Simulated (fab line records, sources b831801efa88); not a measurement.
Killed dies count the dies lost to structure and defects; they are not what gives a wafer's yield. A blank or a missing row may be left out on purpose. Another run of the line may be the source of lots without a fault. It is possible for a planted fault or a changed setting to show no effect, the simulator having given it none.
The same fault as seen by 2 desks / flow gf180mcu / each desk has only its own numbers; what lay behind them comes last

THE TOOL OWNER'S DESK: implanter-04
For each lot that ran on this tool, the mean over its sampled wafers that have a number, from the tool's own readings at GF_MVPSD_IMPLANT_08. A lot is out of limits, marked OUT, if its mean lies more than 4 standard deviations from the usual mean; the brackets give that distance.
Columns: A = beamEnergyKeV at GF_MVPSD_IMPLANT_08, usual 170.00; B = doseIonsCm2 at GF_MVPSD_IMPLANT_08, usual 1.4998e+13; C = faradayCurrentUA at GF_MVPSD_IMPLANT_08, usual 84.5; D = tiltDeg at GF_MVPSD_IMPLANT_08, usual 0.002 degrees
lot=L979; first seen here=day 6 02:00; A=170.02; B=1.5004e+13; C=84.3; D=0.011
lot=L981; first seen here=day 6 06:32; A=169.98; B=1.4984e+13; C=85.0; D=0.009
lot=L987; first seen here=day 7 11:19; A=170.07; B=3.8120e+12 (-99 or more) OUT; C=21.4 (-35) OUT; D=-0.000
lot=L988; first seen here=day 7 19:24; A=169.96; B=3.8350e+12 (-99 or more) OUT; C=21.7 (-35) OUT; D=0.006
lot=L998; first seen here=day 10 09:45; A=170.07; B=1.5004e+13; C=82.8; D=-0.005
lot=L999; first seen here=day 10 18:33; A=169.96; B=1.5002e+13; C=83.2; D=0.005
This desk finds L987, L988 out of limits, L987 being first, at day 7 11:19 (doseIonsCm2 at GF_MVPSD_IMPLANT_08). Within limits: L979, L981, L998, L999.

AT THE METROLOGY DESK
What the gauges read, lot by lot, whatever tool the lot ran on: means of the sampled wafers that have a number. A lot is out of limits, marked OUT, if its mean lies more than 4 standard deviations from the usual mean; the brackets give that distance.
Columns: A = MVSD_TW at GF_MVSD_TW_MEAS_11, usual 1589; B = MVPSD_TW at GF_MVPSD_TW_MEAS_11, usual 557; C = MVPSD_RS at GF_VT_IMPLANT_RS_MEAS_49, usual 1168 ohm/sq
lot=L978; first seen here=day 4 22:48; A=1578; B=552; C=1167
lot=L979; first seen here=day 5 11:14; A=1598; B=562; C=1166
lot=L981; first seen here=day 5 15:32; A=1595; B=561; C=1168
lot=L983; first seen here=day 6 06:17; A=1569; B=561; C=1171
lot=L987; first seen here=day 6 19:53; A=1568; B=413 (-31) OUT; C=2188 (+99 or more) OUT
lot=L988; first seen here=day 7 03:09; A=1576; B=415 (-31) OUT; C=2177 (+99 or more) OUT
lot=L990; first seen here=day 7 15:53; A=1587; B=561; C=1165
lot=L997; first seen here=day 9 11:18; A=1567; B=554; C=1167
lot=L998; first seen here=day 9 15:16; A=1596; B=554; C=1169
lot=L999; first seen here=day 10 00:19; A=1582; B=560; C=1162
lot=L100; first seen here=day 10 06:58; A=1596; B=559; C=1165
This desk reports L987, L988 out of limits; the earliest was L987 at day 7 11:43 (MVPSD_TW at GF_MVPSD_TW_MEAS_11). Within limits: L978, L979, L981, L983, L990, L997, L998, L999, L100.

PUT TOGETHER
On L987, L988, at day 7 11:19, an alarm was possible from the tool owner's desk.
Metrology desk: alarm possible at day 7 11:43 on L987, L988.
The lots listed all ran GF_MVPSD_IMPLANT_08 on implanter-04.

WHAT HAD BEEN PUT IN BY THE SIMULATOR
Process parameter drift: implanter-04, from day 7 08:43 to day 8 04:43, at GF_MVPSD_IMPLANT_08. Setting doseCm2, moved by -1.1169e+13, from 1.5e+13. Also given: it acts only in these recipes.
Struck lots among those shown: L987, L988.
Time in hours from fault onset to the first out-of-limits reading at each desk: tool owner's desk 3, metrology desk 3.
